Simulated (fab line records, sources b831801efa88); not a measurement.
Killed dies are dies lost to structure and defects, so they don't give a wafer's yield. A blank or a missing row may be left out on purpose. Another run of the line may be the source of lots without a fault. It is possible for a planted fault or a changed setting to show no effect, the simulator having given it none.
Code-filled problem report in 8D (eight disciplines) form | flow gf180mcu | the parts of the form that need people (team, actions taken, sign-off) are left out

1. WHAT IS WRONG
Wafers with no fault read 15.001 s with a standard deviation of 0.0088, whereas overpolish run s at GF_CONTACT_CMP_27 reads a mean of 0.038 s on 1 wafer of 1 lot. That is -99 or more standard deviations from the usual mean.
The step: polishes, stops on SiO2, t overpolish 15 s, target thk 0 nm.
The first sign was on wafer L561.3 at day 21 00:07, on cmp-01. Wafers with a number at this step in the record: 39, from 13 lots. By rule, "out" or "out of limits" means more than 4 standard deviations away from the usual mean. All remaining wafers that have a number are taken as sound.

2. WHAT THIS IS AND IS NOT
question                    | is                                                      | is not
which readings at this step | overpolish run s, head pressure psi, time to endpoint s | slurry flow ml min
which lots                  | L561                                                    | L548, L549, L550, L551, L552, L554, L557, L564, L568, L569, L570, L571
which wafers of those lots  | L561.3                                                  | L561.1, L561.4
read on which tools         | cmp-01                                                  | cmp-02
when                        | from day 21 00:07                                       | up to then (23 sound wafers); but 15 sound wafers of L564, L568, L569, L570, L571 came after

3. THE SUSPECTS, EACH WITH WHAT RULES IT OUT
Counting: any tool at a process step up to the reading remains a suspect provided it ran every lot that is out. Sound lots after the first of them don't rule it out here, since some wafers of a struck lot are sound.
- rtp anneal-01 at GF_SALICIDE_RTA_08 (time 30 s): kept. The lot that is out, L561, ran on it at day 19 22:04; the last sound lot it ran before that was L557, at day 18 14:40.
- pvd sputter-02 at GF_CONTACT_SPUTTER_22 (material Ti, target thk 15 nm, time 80.02 s): kept. The lot that is out, L561, ran on it at day 20 23:44; the last sound lot it ran before that was L557, at day 19 14:50.
- pvd sputter-02 at GF_CONTACT_SPUTTER_23 (material TiN, target thk 10 nm, time 40 s): kept. The lot that is out, L561, ran on it at day 20 23:48; the last sound lot it ran before that was L557, at day 19 14:54.
- cmp-01 at GF_CONTACT_CMP_27 (polishes, stops on SiO2, t overpolish 15 s, target thk 0 nm): kept. The lot that is out, L561, ran on it at day 21 00:07; the last sound lot it ran before that was L554, at day 18 08:35. Its own head pressure psi, overpolish run s, time to endpoint s readings are out on those wafers.
- In cmp-01 at GF_CONTACT_CMP_27, the wafers that are out were processed in chamber 2 and their sound lot-mates in chambers 0, 1.
Left after counting: rtp anneal-01 at GF_SALICIDE_RTA_08, pvd sputter-02 at GF_CONTACT_SPUTTER_22, pvd sputter-02 at GF_CONTACT_SPUTTER_23, cmp-01 at GF_CONTACT_CMP_27.

4. THE CAUSE (what the simulator had put in)
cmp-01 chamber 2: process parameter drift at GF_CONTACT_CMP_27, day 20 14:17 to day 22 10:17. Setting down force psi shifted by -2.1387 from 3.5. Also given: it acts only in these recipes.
4 suspects survive the count, and this tool is in that group.

5. THE EFFECT CHAIN, in route order
Each row: a reading whose mean over the struck wafers that have a number lies more than 3 standard deviations from the usual. Readings are gone through only where the record gives a usual standard deviation; hours: the median, over the lots, of the time from a lot's start at the first step in this table giving one to that lot's start at this step; sigmas: the change measured in usual standard deviations.
hours | step                    | reading            | usual     | on struck wafers | change  | sigmas
0     | GF_CONTACT_CMP_27       | head pressure psi  | 3.499 psi | 1.360            | -2.139  | -99 or more
0     | GF_CONTACT_CMP_27       | motor current A    | 11.3 A    | 6.7              | -4.6    | -3.1
0     | GF_CONTACT_CMP_27       | overpolish run s   | 15.001 s  | 0.038            | -14.963 | -99 or more
0     | GF_CONTACT_CMP_27       | time to endpoint s | 72.5 s    | 117.9            | +45.4   | +16
292   | GF_PASSIVATION_PROBE_99 | killed at contacts | 5.6       | 447.0            | +441.4  | +99 or more
292   | GF_PASSIVATION_PROBE_99 | killed dies        | 48        | 492              | +444    | +63
292   | GF_PASSIVATION_PROBE_99 | killed on rim      | 9.7       | 96.0             | +86.3   | +29
Its process steps:
- GF_CONTACT_CMP_27: polishes, stops on SiO2, t overpolish 15 s, target thk 0 nm.
- GF_PASSIVATION_PROBE_99

6. WHAT WOULD HAVE CAUGHT IT SOONER
First out-of-limits reading in this record: day 21 00:07, which is 10 hours after fault onset at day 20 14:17.
